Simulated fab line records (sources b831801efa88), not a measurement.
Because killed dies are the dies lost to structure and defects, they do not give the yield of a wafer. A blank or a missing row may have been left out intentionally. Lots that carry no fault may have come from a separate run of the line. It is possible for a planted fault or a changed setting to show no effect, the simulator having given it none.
The tool behind it: which one? / flow gf180mcu / 39 wafers from 13 lots sampled at 5 of the route's 602 steps

## WHAT EACH GAUGE READ, for each wafer
GF_VT_IMPLANT_OVL_MEAS_40.
lot=L586; measured=day 8 01:25; on=overlay-01; VT_IMPLANT_03_OVL (nm)=0.5 -0.7 1.2
lot=L587; measured=day 8 08:49; on=overlay-02; VT_IMPLANT_03_OVL (nm)=-0.7 -1.7 -2.8
lot=L588; measured=day 8 13:13; on=overlay-01; VT_IMPLANT_03_OVL (nm)=1.9 1.9 2.5
lot=L589; measured=day 8 22:57; on=overlay-01; VT_IMPLANT_03_OVL (nm)=-0.7 -1.5 -0.4
lot=L590; measured=day 9 05:58; on=overlay-02; VT_IMPLANT_03_OVL (nm)=-2.1 -2.7 -1.9
lot=L594; measured=day 10 08:01; on=overlay-02; VT_IMPLANT_03_OVL (nm)=-1.8 -2.2 -1.3
lot=L595; measured=day 10 13:24; on=overlay-02; VT_IMPLANT_03_OVL (nm)=-3.0 -3.7 -4.6
lot=L598; measured=day 11 08:55; on=overlay-02; VT_IMPLANT_03_OVL (nm)=1.1 0.8 1.0
lot=L599; measured=day 11 19:32; on=overlay-02; VT_IMPLANT_03_OVL (nm)=-1.7 -1.8 0.5
lot=L600; measured=day 11 22:55; on=overlay-01; VT_IMPLANT_03_OVL (nm)=-2.0 -1.1 -2.1
lot=L601; measured=day 12 07:14; on=overlay-02; VT_IMPLANT_03_OVL (nm)=-1.9 -4.2 -2.3
lot=L606; measured=day 13 14:43; on=overlay-01; VT_IMPLANT_03_OVL (nm)=-1.3 -0.6 -2.0
lot=L607; measured=day 14 02:58; on=overlay-02; VT_IMPLANT_03_OVL (nm)=2.1 0.9 0.4

GF_VT_IMPLANT_RS_MEAS_47: a four-point-probe measurement.
lot=L586; measured=day 8 02:03; on=film metro-03; NWELL_RS (ohm/sq)=487.9 487.0 487.9
lot=L587; measured=day 8 09:27; on=film metro-03; NWELL_RS (ohm/sq)=486.2 489.0 488.0
lot=L588; measured=day 8 13:50; on=film metro-01; NWELL_RS (ohm/sq)=486.5 485.5 486.8
lot=L589; measured=day 8 23:35; on=film metro-04; NWELL_RS (ohm/sq)=488.3 489.6 487.5
lot=L590; measured=day 9 06:35; on=film metro-04; NWELL_RS (ohm/sq)=489.0 489.0 490.1
lot=L594; measured=day 10 08:38; on=film metro-04; NWELL_RS (ohm/sq)=486.9 487.7 487.2
lot=L595; measured=day 10 14:03; on=film metro-03; NWELL_RS (ohm/sq)=485.8 486.9 487.6
lot=L598; measured=day 11 09:33; on=film metro-04; NWELL_RS (ohm/sq)=490.0 489.4 490.0
lot=L599; measured=day 11 20:10; on=film metro-04; NWELL_RS (ohm/sq)=487.2 487.0 487.8
lot=L600; measured=day 11 23:33; on=film metro-03; NWELL_RS (ohm/sq)=486.7 487.4 488.1
lot=L601; measured=day 12 07:52; on=film metro-04; NWELL_RS (ohm/sq)=487.8 489.5 488.3
lot=L606; measured=day 13 15:27; on=film metro-04; NWELL_RS (ohm/sq)=488.0 487.7 487.7
lot=L607; measured=day 14 03:34; on=film metro-03; NWELL_RS (ohm/sq)=488.8 488.3 488.9

GF_POLY_GATE_CD_MEAS_10: target cd 280 nm.
lot=L586; measured=day 9 18:37; on=cd sem-01; cd nm (nm)=277.9 279.1 278.7
lot=L587; measured=day 10 01:35; on=cd sem-01; cd nm (nm)=280.3 279.7 281.0
lot=L588; measured=day 10 06:05; on=cd sem-01; cd nm (nm)=279.5 279.0 279.6
lot=L589; measured=day 10 15:37; on=cd sem-01; cd nm (nm)=280.1 279.8 280.6
lot=L590; measured=day 10 22:50; on=cd sem-01; cd nm (nm)=278.4 278.2 279.1
lot=L594; measured=day 12 04:59; on=cd sem-01; cd nm (nm)=281.3 280.1 265.2
lot=L595; measured=day 12 07:38; on=cd sem-01; cd nm (nm)=277.0 278.2 262.5
lot=L598; measured=day 13 07:31; on=cd sem-01; cd nm (nm)=281.5 266.4 267.2
lot=L599; measured=day 13 16:30; on=cd sem-01; cd nm (nm)=281.3 281.8 282.0
lot=L600; measured=day 13 22:10; on=cd sem-02; cd nm (nm)=280.0 279.8 280.4
lot=L601; measured=day 14 06:06; on=cd sem-01; cd nm (nm)=279.2 279.2 279.8
lot=L606; measured=day 15 14:09; on=cd sem-02; cd nm (nm)=277.8 278.6 279.6
lot=L607; measured=day 16 05:18; on=cd sem-02; cd nm (nm)=280.3 281.7 280.4

GF_POLY_GATE_CD_MEAS_18.
lot=L586; measured=day 9 21:52; on=cd sem-02; cd nm (nm)=277.2 275.4 278.6
lot=L587; measured=day 10 03:19; on=cd sem-02; cd nm (nm)=279.2 278.4 281.9
lot=L588; measured=day 10 10:13; on=cd sem-01; cd nm (nm)=277.3 275.8 279.7
lot=L589; measured=day 10 17:21; on=cd sem-02; cd nm (nm)=277.3 278.7 280.0
lot=L590; measured=day 11 00:34; on=cd sem-02; cd nm (nm)=277.8 279.3 279.6
lot=L594; measured=day 12 06:43; on=cd sem-02; cd nm (nm)=282.5 277.8 264.2
lot=L595; measured=day 12 09:32; on=cd sem-01; cd nm (nm)=275.9 275.2 258.6
lot=L598; measured=day 13 09:25; on=cd sem-01; cd nm (nm)=279.7 263.9 263.6
lot=L599; measured=day 13 18:43; on=cd sem-01; cd nm (nm)=282.2 282.8 280.8
lot=L600; measured=day 14 00:57; on=cd sem-02; cd nm (nm)=277.7 277.6 280.2
lot=L601; measured=day 14 07:49; on=cd sem-02; cd nm (nm)=280.8 276.5 279.3
lot=L606; measured=day 15 17:21; on=cd sem-01; cd nm (nm)=275.4 275.6 276.0
lot=L607; measured=day 16 07:49; on=cd sem-02; cd nm (nm)=277.9 279.6 277.2

## WHAT TOOL EACH LOT RAN ON (gives the tool, then ch and the chambers of the sampled wafers, and finally the start)
lot=L586; GF_POLY_GATE_EXPOSE_07=krf scanner-02 ch 0, day 9 10:18
lot=L587; GF_POLY_GATE_EXPOSE_07=krf scanner-02 ch 0, day 9 16:52
lot=L588; GF_POLY_GATE_EXPOSE_07=krf scanner-02 ch 0, day 9 21:38
lot=L589; GF_POLY_GATE_EXPOSE_07=krf scanner-02 ch 0, day 10 06:40
lot=L590; GF_POLY_GATE_EXPOSE_07=krf scanner-01 ch 0, day 10 13:59
lot=L594; GF_POLY_GATE_EXPOSE_07=krf scanner-02 ch 0, day 11 19:59
lot=L595; GF_POLY_GATE_EXPOSE_07=krf scanner-02 ch 0, day 11 22:16
lot=L598; GF_POLY_GATE_EXPOSE_07=krf scanner-02 ch 0, day 12 21:36
lot=L599; GF_POLY_GATE_EXPOSE_07=krf scanner-01 ch 0, day 13 06:29
lot=L600; GF_POLY_GATE_EXPOSE_07=krf scanner-01 ch 0, day 13 11:25
lot=L601; GF_POLY_GATE_EXPOSE_07=krf scanner-01 ch 0, day 13 19:29
lot=L606; GF_POLY_GATE_EXPOSE_07=krf scanner-01 ch 0, day 15 03:22
lot=L607; GF_POLY_GATE_EXPOSE_07=krf scanner-01 ch 0, day 15 18:01
- GF_POLY_GATE_EXPOSE_07: exposes mask Poly2, target cd 280 nm.

## AS READ BY THE TOOLS THEMSELVES (means over the sampled wafers that have a number; for cases with no such wafer, the mark the record gives instead)
The record holds no such reading with a usual standard deviation.

## THE ANSWER, worked out from the rows above alone
Rule: what is usual is taken from the lots themselves. The widest of any qualifying gaps counts: lots, ordered by their means at a reading, are off when they make up no more than a third of the lots, leave a main group of 4 or more, and stand apart from it by 3 or more times the standard deviation of that group's means. The tables above print the reading to a certain number of digits; a main group whose means all agree to those digits is not used. Also off: a lot with no number at a reading for which 4 or more lots have one. Where the step has rows for the other lots, those lots are counted as sound. After the gauges, taken in route order, come the tools' own readings; for these a lot's mean is taken, as printed above. The first step at which some lot is off is used, and at that step the reading that is off furthest; a lot without a number counts as furthest.
Off: L594, L595, L598 (GF_POLY_GATE_CD_MEAS_10, cd nm). For the main group the mean is 279.8 nm and the standard deviation 0.99.
If a tool, at a process step before that reading, ran all the lots that are off and no sound lot after the first of them, it fits. The gauges at GF_POLY_GATE_CD_MEAS_10 are tried like those tools. One fits: krf scanner-02 at GF_POLY_GATE_EXPOSE_07. Its last sound lot is L589 (day 10 06:40), its first lot that is off L594 (day 11 19:59): a fault that began between those two fits.

## WHAT WAS PUT IN BY THE SIMULATOR
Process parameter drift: krf scanner-02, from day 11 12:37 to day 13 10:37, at GF_POLY_GATE_EXPOSE_07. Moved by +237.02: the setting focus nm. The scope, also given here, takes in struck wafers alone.
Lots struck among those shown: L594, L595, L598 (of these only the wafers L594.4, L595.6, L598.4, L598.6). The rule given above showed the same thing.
